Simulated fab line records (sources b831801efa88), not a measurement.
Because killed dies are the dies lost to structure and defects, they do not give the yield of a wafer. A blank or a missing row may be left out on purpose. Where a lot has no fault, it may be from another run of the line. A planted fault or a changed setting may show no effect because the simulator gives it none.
Chamber matching -- flow sfq_line -- cmp-01 running SFQ_TRILAYER_I0_CMP_CMP_028: 4 sister chambers
The step polishes SiO2. 8 wafers are shown with their chamber, then 8 later ones without.

## WAFERS WITH THEIR CHAMBER
wafer,chamber,motor_current_A (A),slurry_flow_ml_min
L414.5,1,11.3,149.6
L415.1,0,9.7,150.0
L418.2,1,11.9,150.0
L418.6,2,9.8,150.0
L419.1,3,10.0,150.0
L419.4,2,9.8,149.9
L419.6,0,9.1,150.7
L420.1,3,10.7,149.8

## WAFERS WHOSE CHAMBER IS MISSING
wafer,motor_current_A (A),slurry_flow_ml_min
L420.3,9.7,149.7
L420.4,9.4,151.0
L422.4,9.9,150.3
L422.3,10.4,150.0
L422.5,10.6,150.8
L432.2,11.6,149.5
L432.3,10.3,150.0
L432.5,9.6,150.1

## WHICH CHAMBER EACH WENT THROUGH
wafer,from the rows above,in truth
L420.3,can't be placed: 2 or 3 or 0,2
L420.4,can't be placed: 0 or 2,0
L422.4,can't be placed: 2 or 0 or 3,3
L422.3,can't be placed: 3 or 2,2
L422.5,can't be placed: 3 or 0 or 2 or 1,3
L432.2,1,1
L432.3,can't be placed: 3 or 2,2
L432.5,can't be placed: 2 or 0 or 3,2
Correct placement for 1 of the 8. Cannot be placed on the basis of these rows: 7; the candidates contain the true chamber in 7. Wrongly placed: 0.
How it was worked out, from the rows above alone: a wafer's distance from a chamber is the root of the sum, over the readings, of the square of ((its reading less the chamber's mean) divided by the reading's scatter). If the next closest chamber is less than 2 further off than the closest, the wafer can't be placed; otherwise it belongs to the closest. A chamber's mean is the mean of its shown wafers. The scatter: the root of (the sum of the squares of (reading less its chamber's mean) over the shown wafers, divided by (wafers less chambers)).
